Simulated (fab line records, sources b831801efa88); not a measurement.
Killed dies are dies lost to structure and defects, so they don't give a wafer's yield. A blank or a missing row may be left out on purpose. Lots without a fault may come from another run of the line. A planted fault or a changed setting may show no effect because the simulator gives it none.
fab line records | flow sky130
record lots=5 wafers=15 last_day=51
route steps=708 shown RES_PROTECT@207 POLY_GATE@213
lots that met no fault: from a run of the same line without faults
start_h: hours from the record's first day to the start of the lot's first wafer shown | wait_h: hours since the lot's step before | " the same as in the row above | L1.1+2: a row that stands for several wafers | - no value, or no start given | * or withheld: withheld | < > ~ a bound
route shown NAME@n: a module of which the file shows steps, and the number in the route of the first | usual: mean/standard deviation of fault-free wafers | same: alike in all rows | chamber/n: place in a boat | sites: the reading at each site | _std_site: their standard deviation | _edge_site: outer sites' mean less inner sites' | radius_mm: how far each site lies from the wafer's centre | mask NAME#n: copy n | behind: the tool/chamber that last shaped the wafer | hold: why the lot was held/for how many hours/how that ended | device: the transistor (n, p or np) that didn't switch | end of line: the same wafers' tests at the end of the route | a step without rows: its recipe alone | killed: dies lost to structure and defects at the first sort, not the wafer's yield | map: a wafer's dies, x killed, . not, _ none there
set.NAME: the setting as run; set.NAME@STEP: as run at that earlier step | model.NAME: the simulator's own value behind a step, which no gauge read
lots at some steps of the route; a table a step, a row a wafer
services: from which hour (start_h, from the record's first day; less than 0 if before it) a tool's chamber was out of use, for how many hours, and why
## steps
# step SKY_RES_PROTECT_HMDS_01
# recipe prime_time_s=60 prime_temp_c=120
# same prime_time_s=60
# columns lot.wafer tool chamber start_h wait_h
L080.1+2+4 litho_track-03 0 383.77 0.1
L081.1+2+5 litho_track-03 0 398.62 0.1
L086.1+3+5 litho_track-03 0 435.47 0.1
L093.2+4+5 litho_track-02 0 493.24 0.1
L096.1+2+4 litho_track-02 0 521.52 0.1
# step SKY_RES_PROTECT_COAT_02
# recipe resist=NOVOLAK spin_rpm=3000 resist_thk_nm=1140
# columns lot.wafer tool chamber start_h wait_h
L080.1+2+4 litho_track-03 0 383.92 0.1
L081.1+2+5 litho_track-03 0 398.77 0.1
L086.1+3+5 litho_track-03 0 435.62 0.1
L093.2+4+5 litho_track-02 0 493.39 0.1
L096.1+2+4 litho_track-02 0 521.67 0.1
# step SKY_RES_PROTECT_SOFTBAKE_03
# recipe temp_c=90 time_s=60 resist=NOVOLAK
# same time_s=60
# columns lot.wafer tool chamber start_h wait_h
L080.1+2+4 litho_track-03 0 384.07 0.1
L081.1+2+5 litho_track-03 0 398.92 0.1
L086.1+3+5 litho_track-03 0 435.77 0.1
L093.2+4+5 litho_track-02 0 493.54 0.1
L096.1+2+4 litho_track-02 0 521.82 0.1
# step SKY_RES_PROTECT_EXPOSE_04
# recipe mask_id=RPM na=0.6 source_shape=conventional sigma_outer=0.6 polarization=unpolarized target_cd_nm=1270 dose_mj=131
# columns lot.wafer tool chamber start_h wait_h mask
L080.1+2+4 iline_stepper-02 0 - - RPM#0
L081.1+2+5 iline_stepper-02 0 - - RPM#0
L086.1+3+5 iline_stepper-01 0 - - RPM#0
L093.2+4+5 iline_stepper-01 0 - - RPM#0
L096.1+2+4 iline_stepper-01 0 - - RPM#0
# step SKY_RES_PROTECT_PEB_05
# recipe temp_c=withheld time_s=* resist=NOVOLAK
# same time_s=*
# columns lot.wafer tool chamber start_h wait_h
L080.1+2+4 litho_track-03 0 - -
L081.1+2+5 litho_track-02 0 - -
L086.1+3+5 litho_track-04 0 - -
L093.2+4+5 litho_track-04 0 - -
L096.1+2+4 litho_track-04 0 - -
# step SKY_RES_PROTECT_DEVELOP_06
# recipe resist=NOVOLAK developer=TMAH develop_time_s=60 dev_temp_c=23
# columns lot.wafer tool chamber start_h wait_h
L080.1+2+4 litho_track-03 0 399.22 0.1
L081.1+2+5 litho_track-02 0 413.97 0.1
L086.1+3+5 litho_track-04 0 451.90 0.1
L093.2+4+5 litho_track-04 0 507.62 0.1
L096.1+2+4 litho_track-04 0 536.50 0.1
# step SKY_POLY_GATE_IMPLANT_02
# recipe species=P energy_kev=30 dose_cm2=7.7e+15 tilt_deg=0
# columns lot.wafer tool chamber start_h wait_h
L080.1+2+4 implanter-03 0 399.37 0.1
L081.1+2+5 implanter-01 0 414.12 0.1
L086.1+3+5 implanter-01 0 452.05 0.1
L093.2+4+5 implanter-02 0 507.77 0.1
L096.1+2+4 implanter-02 0 536.65 0.1
# step SKY_RES_PROTECT_STRIP_07
# recipe chemistry=O2/N2 power_w=1400 pressure_mtorr=1500 platen_temp_c=withheld o2_flow_sccm=3000 n2_flow_sccm=300 overash_fraction=0.5
# usual drypump_motor_current_A=5.8/0.33 oes_product_au=0.517/0.0044 strip_time_to_endpoint_s=23.29/0.042
# columns lot.wafer tool chamber start_h wait_h drypump_motor_current_A oes_product_au rf_hours_counter_h strip_time_to_endpoint_s
L080.1 plasma_asher-02 1 399.52 0.1 6.1 0.515 59 23.29
L080.2 " 0 " " 5.7 0.526 59 23.30
L080.4 " 1 " " 6.1 0.517 - 23.29
L081.1 plasma_asher-01 1 414.27 0.1 5.7 0.523 74 23.24
L081.2 " 0 " " 5.2 0.519 74 23.27
L081.5 " 1 " " 5.7 0.519 - 23.26
L086.1 plasma_asher-02 0 452.20 0.1 5.7 0.520 65 23.25
L086.3 " 1 " " 6.1 0.519 - 23.33
L086.5 " 1 " " 6.1 0.523 - 23.30
L093.2 plasma_asher-01 0 507.90 0.1 5.2 0.513 8 23.33
L093.4 " 0 " " 5.2 0.512 - 23.28
L093.5 " 0 " " 5.2 0.511 - 23.26
L096.1 plasma_asher-04 0 536.80 0.1 5.6 0.510 82 23.37
L096.2 " 1 " " 6.3 0.517 82 23.39
L096.4 " 1 " " 6.3 0.514 - 23.40
# step SKY_RES_PROTECT_TW_MEAS_08
# usual POLY_GATE_TW=4026/43
# columns lot.wafer tool chamber start_h wait_h POLY_GATE_TW
L080.1 film_metro-02 - 399.62 0.1 4071
L080.2 " - " " 4097
L080.4 " - " " 4079
L081.1 film_metro-01 - 414.37 0.1 3980
L081.2 " - " " 3952
L081.5 " - " " 3969
L086.1 film_metro-04 - 452.30 0.1 4063
L086.3 " - " " 4055
L086.5 " - " " 4064
L093.2 film_metro-01 - 508.01 0.1 3940
L093.4 " - " " 3942
L093.5 " - " " 3970
L096.1 film_metro-02 - 536.90 0.1 4077
L096.2 " - " " 4087
L096.4 " - " " 4063
# step SKY_RES_PROTECT_CLEAN_09
# recipe chemistry=SC1/SC2 mix=1:4:20 temp_c=70 time_s=150 dry=n2_spin
# same time_s=150
# columns lot.wafer tool chamber start_h wait_h
L080.1+2+4 wet_bench-04 3 399.68 0.1
L081.1+2+5 wet_bench-03 3 414.43 0.1
L086.1+3+5 wet_bench-01 1 452.36 0.1
L093.2+4+5 wet_bench-01 2 508.06 0.0
L096.1+2+4 wet_bench-04 0 536.96 0.1
# step SKY_POLY_GATE_CVD_03
# recipe material=Si3N4 precursor=DCS/NH3 target_thk_nm=75 temp_c=770 time_s=1290 pressure_mtorr=250
# usual zone_power_centre_pct=14.9/1.9
# same time_s=1290
# columns lot.wafer tool chamber start_h wait_h zone_power_centre_pct
L080.1 lpcvd-02 1 399.73 0.0 12.8
L080.2 " 1 " " 12.9
L080.4 " 1 " " 12.9
L081.1 lpcvd-02 0 415.67 1.2 16.6
L081.2 " 0 " " 16.2
L081.5 " 0 " " 16.5
L086.1 lpcvd-02 1 453.17 0.8 12.6
L086.3 " 1 " " 12.4
L086.5 " 1 " " 12.7
L093.2 lpcvd-02 0 508.32 0.2 16.7
L093.4 " 0 " " 16.3
L093.5 " 0 " " 16.7
L096.1 lpcvd-02 0 537.21 0.2 16.7
L096.2 " 0 " " 16.6
L096.4 " 0 " " 16.8
# step SKY_POLY_GATE_THK_MEAS_04
# recipe reads=Si3N4_of_POLY_GATE_CVD_03
# usual POLY_GATE_CVD_03_THK=75.5/0.59
# columns lot.wafer tool chamber start_h wait_h POLY_GATE_CVD_03_THK[nm]
L080.1 film_metro-04 - 401.09 0.0 75.7
L080.2 " - " " 75.2
L080.4 " - " " 76.1
L081.1 film_metro-04 - 417.02 0.0 74.2
L081.2 " - " " 74.5
L081.5 " - " " 74.1
L086.1 film_metro-03 - 454.53 0.0 75.5
L086.3 " - " " 75.8
L086.5 " - " " 75.6
L093.2 film_metro-01 - 510.37 0.0 75.3
L093.4 " - " " 75.9
L093.5 " - " " 75.8
L096.1 film_metro-04 - 538.58 0.0 75.7
L096.2 " - " " 75.4
L096.4 " - " " 76.1
# step SKY_POLY_GATE_DEHYDRATE_05
# recipe temp_c=200 time_s=60
# same time_s=60
# columns lot.wafer tool chamber start_h wait_h
L080.1+2+4 litho_track-02 0 415.37 14.3
L081.1+2+5 litho_track-01 0 431.65 14.6
L086.1+3+5 litho_track-01 0 469.45 14.9
L093.2+4+5 litho_track-02 0 525.69 15.3
L096.1+2+4 litho_track-02 0 553.92 15.3
# step SKY_POLY_GATE_HMDS_06
# recipe prime_time_s=60 prime_temp_c=120
# same prime_time_s=60
# columns lot.wafer tool chamber start_h wait_h
L080.1+2+4 litho_track-02 0 415.52 0.1
L081.1+2+5 litho_track-01 0 431.80 0.1
L086.1+3+5 litho_track-01 0 469.60 0.1
L093.2+4+5 litho_track-02 0 525.84 0.1
L096.1+2+4 litho_track-02 0 554.07 0.1
# step SKY_POLY_GATE_COAT_07
# recipe resist=BARC temp_c=withheld time_s=withheld spin_rpm=3070 resist_thk_nm=110
# columns lot.wafer tool chamber start_h wait_h
L080.1+2+4 litho_track-02 0 415.67 0.1
L081.1+2+5 litho_track-01 0 431.95 0.1
L086.1+3+5 litho_track-01 0 469.75 0.1
L093.2+4+5 litho_track-02 0 525.99 0.1
L096.1+2+4 litho_track-02 0 554.22 0.1
# step SKY_POLY_GATE_COAT_08
# recipe resist=KrF-thick spin_rpm=3000 resist_thk_nm=450
# columns lot.wafer tool chamber start_h wait_h
L080.1+2+4 litho_track-02 0 - -
L081.1+2+5 litho_track-01 0 - -
L086.1+3+5 litho_track-01 0 - -
L093.2+4+5 litho_track-02 0 - -
L096.1+2+4 litho_track-02 0 - -
# step SKY_POLY_GATE_SOFTBAKE_09
# recipe temp_c=100 time_s=90 resist=KrF-thick
# same time_s=90
# columns lot.wafer tool chamber start_h wait_h
L080.1+2+4 litho_track-02 0 - -
L081.1+2+5 litho_track-01 0 - -
L086.1+3+5 litho_track-01 0 - -
L093.2+4+5 litho_track-02 0 - -
L096.1+2+4 litho_track-02 0 - -
# step SKY_POLY_GATE_EXPOSE_10
# recipe mask_id=P1M na=0.68 source_shape=conventional sigma_outer=0.6 target_cd_nm=150 dose_mj=28
# columns lot.wafer tool chamber start_h wait_h mask
L080.1+2+4 krf_scanner-02 0 - - P1M#0
L081.1+2+5 krf_scanner-01 0 - - P1M#0
L086.1+3+5 krf_scanner-02 0 - - P1M#0
L093.2+4+5 krf_scanner-02 0 - - P1M#0
L096.1+2+4 krf_scanner-02 0 - - P1M#0
# step SKY_POLY_GATE_PEB_11
# recipe peb_temp_c=withheld peb_time_s=withheld resist=KrF-thick
# columns lot.wafer tool chamber start_h wait_h
L080.1+2+4 litho_track-02 0 - -
L081.1+2+5 litho_track-02 0 - -
L086.1+3+5 litho_track-02 0 - -
L093.2+4+5 litho_track-02 0 - -
L096.1+2+4 litho_track-02 0 - -
# step SKY_POLY_GATE_DEVELOP_12
# recipe develop_time_s=60 resist=KrF-thick dev_temp_c=21
# columns lot.wafer tool chamber start_h wait_h
L080.1+2+4 litho_track-02 0 - -
L081.1+2+5 litho_track-02 0 - -
L086.1+3+5 litho_track-02 0 - -
L093.2+4+5 litho_track-02 0 - -
L096.1+2+4 litho_track-02 0 - -
# step SKY_POLY_GATE_CD_MEAS_13
# recipe target_cd_nm=150
# usual cd_nm=149.6/1.6
# columns lot.wafer tool chamber start_h wait_h cd_nm
L080.1 cd_sem-02 - 431.32 - 152.8
L080.2 " - " " 152.1
L080.4 " - " " 152.4
L081.1 cd_sem-01 - 447.72 - 151.5
L081.2 " - " " 149.6
L081.5 " - " " 151.5
L086.1 cd_sem-01 - 485.47 - 149.6
L086.3 " - " " 149.3
L086.5 " - " " 149.1
L093.2 cd_sem-01 - 540.94 - 151.0
L093.4 " - " " 150.8
L093.5 " - " " 150.2
L096.1 cd_sem-01 - 569.22 - 151.3
L096.2 " - " " 150.6
L096.4 " - " " 151.1
# step SKY_POLY_GATE_OVL_MEAS_14
# usual POLY_GATE_OVL=3/5.6
# columns lot.wafer tool chamber start_h wait_h POLY_GATE_OVL[nm]
L080.1 overlay-02 - 431.44 0.1 8
L080.2 " - " " 4
L080.4 " - " " 1
L081.1 overlay-01 - 447.84 0.1 -2
L081.2 " - " " 5
L081.5 " - " " -7
L086.1 overlay-01 - 485.59 0.1 4
L086.3 " - " " 4
L086.5 " - " " 4
L093.2 overlay-02 - 541.04 0.1 2
L093.4 " - " " -5
L093.5 " - " " 4
L096.1 overlay-02 - 569.34 0.1 10
L096.2 " - " " 14
L096.4 " - " " 8
# step SKY_POLY_GATE_ETCH_15
# recipe chemistry=N2/H2 target=BARC ion_energy_ev=200 source_w=500 bias_w=100 pressure_mtorr=30 n2_flow_sccm=100 h2_flow_sccm=200 stop_on=SiO2 time_s=118.5 target_depth_a=1100
# usual drypump_motor_current_A=5.6/0.53 h2_flow_sccm=200.1/0.59 oes_product_au=0.712/0.005 throttle_valve_pct=13.213/0.009
# same time_s=118.5
# columns lot.wafer tool chamber start_h wait_h drypump_motor_current_A h2_flow_sccm oes_product_au rf_hours_counter_h throttle_valve_pct
L080.1 rie_diel-02 2 431.47 0.0 5.7 200.0 0.714 95 13.218
L080.2 " 1 " " 5.3 199.7 0.718 8 13.218
L080.4 " 3 " " 5.9 199.8 0.703 - 13.200
L081.1 rie_diel-02 1 447.87 0.0 5.3 200.0 0.717 8 13.192
L081.2 " 3 " " 5.9 200.1 0.709 44 13.226
L081.5 " 1 " " 5.3 199.1 0.710 - 13.201
L086.1 rie_diel-02 3 485.62 0.0 5.9 200.6 0.716 45 13.210
L086.3 " 1 " " 5.3 201.1 0.710 9 13.220
L086.5 " 3 " " 5.9 200.0 0.704 - 13.214
L093.2 rie_diel-01 3 541.07 0.0 5.2 200.9 0.717 7 13.204
L093.4 " 0 " " 5.9 200.0 0.719 - 13.208
L093.5 " 3 " " 5.3 200.7 0.711 - 13.211
L096.1 rie_diel-01 1 569.37 0.0 6.6 199.4 0.713 0 13.211
L096.2 " 3 " " 5.3 199.3 0.710 8 13.210
L096.4 " 0 " " 5.9 200.5 0.722 4 13.202
# step SKY_POLY_GATE_ETCH_16
# recipe stop_on=poly-Si chemistry=CH3F/O2 target=Si3N4 source_w=400 bias_w=80 pressure_mtorr=25 ch3f_flow_sccm=40 O2_flow_sccm=30 time_s=147.5 target_depth_a=750
# usual drypump_motor_current_A=5.6/0.53 oes_product_au=0.642/0.0052 throttle_valve_pct=10.536/0.0087
# same time_s=147.5
# columns lot.wafer tool chamber start_h wait_h drypump_motor_current_A oes_product_au rf_hours_counter_h throttle_valve_pct
L080.1 rie_diel-02 2 431.56 0.0 5.7 0.648 95 10.533
L080.2 " 1 " " 5.3 0.638 8 10.539
L080.4 " 3 " " 5.9 0.640 - 10.547
L081.1 rie_diel-02 1 447.96 0.0 5.3 0.644 8 10.536
L081.2 " 3 " " 5.9 0.634 44 10.527
L081.5 " 1 " " 5.2 0.630 - 10.537
L086.1 rie_diel-02 3 485.71 0.0 5.9 0.647 45 10.548
L086.3 " 1 " " 5.2 0.642 9 10.534
L086.5 " 3 " " 5.9 0.642 - 10.539
L093.2 rie_diel-01 3 541.16 0.0 5.2 0.635 7 10.538
L093.4 " 0 " " 5.9 0.651 - 10.554
L093.5 " 3 " " 5.3 0.642 - 10.529
L096.1 rie_diel-01 1 569.46 0.0 6.6 0.648 1 10.550
L096.2 " 3 " " 5.2 0.641 8 10.538
L096.4 " 0 " " 5.9 0.651 4 10.547
# step SKY_POLY_GATE_ETCH_17
# recipe target_depth_nm=180 stop_on=SiO2 over_etch_frac=0.56667 chemistry=HBr/Cl2 target=poly-Si icp_w=400 bias_w=100 pressure_mtorr=10 HBr_flow_sccm=150 Cl2_flow_sccm=50 time_s=70.5
# usual drypump_motor_current_A=5.8/0.48 oes_product_au=0.983/0.0075 throttle_valve_pct=33.685/0.0092
# same time_s=70.5
# columns lot.wafer tool chamber start_h wait_h drypump_motor_current_A oes_product_au rf_hours_counter_h throttle_valve_pct
L080.1 rie_si-02 2 431.65 0.0 6.2 0.978 9 33.682
L080.2 " 3 " " 5.4 0.968 43 33.680
L080.4 " 3 " " 5.4 0.967 - 33.697
L081.1 rie_si-02 1 448.05 0.0 5.0 0.989 2 33.682
L081.2 " 2 " " 6.2 0.986 9 33.685
L081.5 " 1 " " 5.0 0.982 - 33.685
L086.1 rie_si-01 2 485.80 0.0 6.6 0.989 4 33.693
L086.3 " 0 " " 6.1 0.992 3 33.678
L086.5 " 3 " " 5.7 0.984 - 33.677
L093.2 rie_si-02 2 541.25 0.0 6.2 0.985 9 33.687
L093.4 " 0 " " 6.0 0.986 0 33.678
L093.5 " 0 " " 6.0 0.990 - 33.688
L096.1 rie_si-01 2 569.55 0.0 6.6 0.994 4 33.697
L096.2 " 3 " " 5.8 0.985 3 33.677
L096.4 " 0 " " 6.1 0.991 3 33.693
# step SKY_POLY_GATE_STRIP_18
# recipe chemistry=O2/N2 power_w=1400 pressure_mtorr=1500 platen_temp_c=withheld o2_flow_sccm=3000 n2_flow_sccm=300 overash_fraction=0.5
# usual drypump_motor_current_A=5.5/0.37 oes_product_au=0.360/0.0043 strip_time_to_endpoint_s=3.16/0.032
# columns lot.wafer tool chamber start_h wait_h drypump_motor_current_A oes_product_au rf_hours_counter_h strip_time_to_endpoint_s
L080.1 plasma_asher-03 0 431.71 0.0 5.3 0.358 30 3.17
L080.2 " 1 " " 5.2 0.356 30 3.19
L080.4 " 1 " " 5.2 0.357 - 3.20
L081.1 plasma_asher-04 1 448.11 0.0 6.3 0.353 73 3.16
L081.2 " 0 " " 5.6 0.354 73 3.21
L081.5 " 0 " " 5.6 0.359 - 3.17
L086.1 plasma_asher-04 0 485.86 0.0 5.6 0.361 77 3.20
L086.3 " 0 " " 5.6 0.356 - 3.14
L086.5 " 0 " " 5.6 0.363 - 3.21
L093.2 plasma_asher-02 0 541.31 0.0 5.6 0.361 74 3.20
L093.4 " 0 " " 5.7 0.365 - 3.17
L093.5 " 1 " " 6.1 0.363 - 3.17
L096.1 plasma_asher-04 0 569.61 0.0 5.6 0.359 85 3.18
L096.2 " 1 " " 6.3 0.359 85 3.15
L096.4 " 1 " " 6.2 0.365 - 3.14
# step SKY_POLY_GATE_CLEAN_19
# recipe chemistry=SC1/SC2 mix=1:4:20 temp_c=70 time_s=150 dry=n2_spin
# same time_s=150
# columns lot.wafer tool chamber start_h wait_h
L080.1+2+4 wet_bench-01 2 431.81 0.1
L081.1+2+5 wet_bench-01 1 448.21 0.1
L086.1+3+5 wet_bench-02 3 485.96 0.1
L093.2+4+5 wet_bench-02 0 541.41 0.1
L096.1+2+4 wet_bench-03 2 569.71 0.1
# step SKY_POLY_GATE_OXIDATION_20
# recipe temp_c=850 ambient=O2 stabilise_s=600 purge_s=300 target_thk_a=40 ox_time_s=899
# usual zone_power_centre_pct=17.2/0.44
# columns lot.wafer tool chamber start_h wait_h zone_power_centre_pct
L080.1 furnace-02 0 434.66 2.8 17.5
L080.2 " 0 " " 17.5
L080.4 " 0 " " 17.5
L081.1 furnace-02 0 451.25 3.0 17.4
L081.2 " 0 " " 17.7
L081.5 " 0 " " 17.7
L086.1 furnace-02 0 486.01 0.0 17.7
L086.3 " 0 " " 17.5
L086.5 " 0 " " 17.7
L093.2 furnace-01 0 541.46 0.0 16.6
L093.4 " 0 " " 16.7
L093.5 " 0 " " 16.7
L096.1 furnace-02 0 570.55 0.8 17.5
L096.2 " 0 " " 17.5
L096.4 " 0 " " 17.5
# step SKY_POLY_GATE_THK_MEAS_21
# recipe reads=SiO2_of_POLY_GATE_OXIDATION_20
# usual POLY_GATE_OXIDATION_THK=3.99/0.066
# columns lot.wafer tool chamber start_h wait_h POLY_GATE_OXIDATION_THK[nm]
L080.1 film_metro-04 - 435.91 0.0 3.97
L080.2 " - " " 4.00
L080.4 " - " " 4.02
L081.1 film_metro-04 - 452.50 0.0 3.99
L081.2 " - " " 4.05
L081.5 " - " " 4.07
L086.1 film_metro-01 - 487.26 0.0 4.06
L086.3 " - " " 4.04
L086.5 " - " " 4.04
L093.2 film_metro-01 - 542.72 0.0 3.95
L093.4 " - " " 3.90
L093.5 " - " " 3.91
L096.1 film_metro-03 - 571.80 0.0 3.94
L096.2 " - " " 3.90
L096.4 " - " " 3.93
## services
# columns tool chamber start_h hours kind
rie_diel-02 2 367.13 4.6 repair
krf_scanner-02 - 367.34 1.0 pm
wet_bench-01 - 370.07 52.9 pm
iline_stepper-01 - 380.13 11.0 repair
rie_diel-01 2 390.29 5.9 repair
iline_stepper-01 - 399.24 1.7 pm
furnace-02 - 404.32 2.7 pm
rie_diel-02 0 413.62 27.2 repair
krf_scanner-02 - 416.50 0.8 pm
krf_scanner-02 - 436.73 1.8 repair
krf_scanner-02 - 457.20 1.3 pm
rie_diel-02 0 467.01 11.8 repair
rie_diel-02 - 475.06 0.1 repair
rie_diel-02 - 477.81 0.2 repair
lpcvd-02 - 484.55 1.4 repair
rie_diel-01 - 489.00 0.3 repair
rie_diel-01 - 503.42 28.1 pm
furnace-02 - 510.02 3.2 pm
iline_stepper-01 - 531.40 5.8 repair
krf_scanner-02 - 536.34 1.0 pm
krf_scanner-02 - 537.34 4.4 pm
rie_diel-01 - 551.27 1.0 repair
iline_stepper-01 - 558.27 6.7 repair
krf_scanner-02 - 564.22 7.8 repair
## key
fault none
